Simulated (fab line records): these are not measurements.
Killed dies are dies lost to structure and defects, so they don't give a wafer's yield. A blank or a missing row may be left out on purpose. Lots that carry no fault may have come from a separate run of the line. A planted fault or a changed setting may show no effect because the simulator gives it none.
Chamber matching | flow sky130 | SKY_CONTACT_CMP_04 on cmp-01: 4 sister chambers
The step polishes SiO2. 14 wafers are shown with their chamber, then 7 later ones without.

## WAFERS WITH THEIR CHAMBER
wafer  | chamber | motor-current-A (A) | time-to-endpoint-s (s) | slurry-flow-ml-min
L626.2 | 3       | 9.4                 | 89                     | 150.4
L626.3 | 1       | 10.9                | 79                     | 149.5
L626.5 | 0       | 12.6                | 84                     | 150.1
L635.1 | 1       | 11.3                | 82                     | 150.4
L635.3 | 3       | 9.4                 | 91                     | 150.3
L635.6 | 0       | 13.4                | 87                     | 149.9
L637.2 | 1       | 11.4                | 81                     | 149.9
L637.5 | 2       | 12.6                | 96                     | 149.8
L637.6 | 1       | 11.3                | 79                     | 149.6
L638.1 | 0       | 12.9                | 80                     | 150.1
L638.4 | 3       | 9.7                 | 85                     | 150.4
L638.5 | 0       | 12.6                | 84                     | 149.6
L640.1 | 0       | 12.6                | 85                     | 150.0
L640.2 | 3       | 9.4                 | 83                     | 150.5

SIGNATURES, as means of the wafers listed above
reading            | chamber 0 | chamber 1 | chamber 2 | chamber 3 | scatter within a chamber
motor-current-A    | 12.820    | 11.225    | 12.600    | 9.475     | 0.265
time-to-endpoint-s | 84.00     | 80.25     | 96.00     | 87.00     | 2.7
slurry-flow-ml-min | 149.940   | 149.850   | 149.800   | 150.400   | 0.261
Rule: for each reading, subtract the chamber's mean from the wafer's reading, divide by that reading's scatter and square the result; add these up over the readings and take the root, which gives the wafer's distance from the chamber. The wafer belongs to the nearest chamber; if the next one is less than 2 further off, it can't be placed. The scatter: take each reading less its chamber's mean, square it, sum over the shown wafers, divide by the number of wafers less the number of chambers, and take the root.

## WAFERS MISSING THEIR CHAMBER
wafer  | motor-current-A (A) | time-to-endpoint-s (s) | slurry-flow-ml-min
L640.4 | 11.3                | 82                     | 151.0
L642.2 | 13.0                | 83                     | 150.4
L642.3 | 11.1                | 80                     | 149.8
L642.5 | 11.5                | 78                     | 150.1
L645.2 | 11.1                | 83                     | 149.4
L645.3 | 13.3                | 87                     | 149.4
L645.4 | 11.7                | 91                     | 150.3

## EACH ONE'S CHAMBER
wafer  | from the rows above          | in truth
L640.4 | 1                            | 1
L642.2 | 0                            | 0
L642.3 | 1                            | 1
L642.5 | 1                            | 1
L645.2 | 1                            | 1
L645.3 | can't be placed: 0 or 2      | 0
L645.4 | can't be placed: 2 or 1 or 0 | 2
Placed correctly: 5 of 7. Can't be placed from these rows: 2 (the true chamber is among the candidates in 2). 0 placed wrongly.
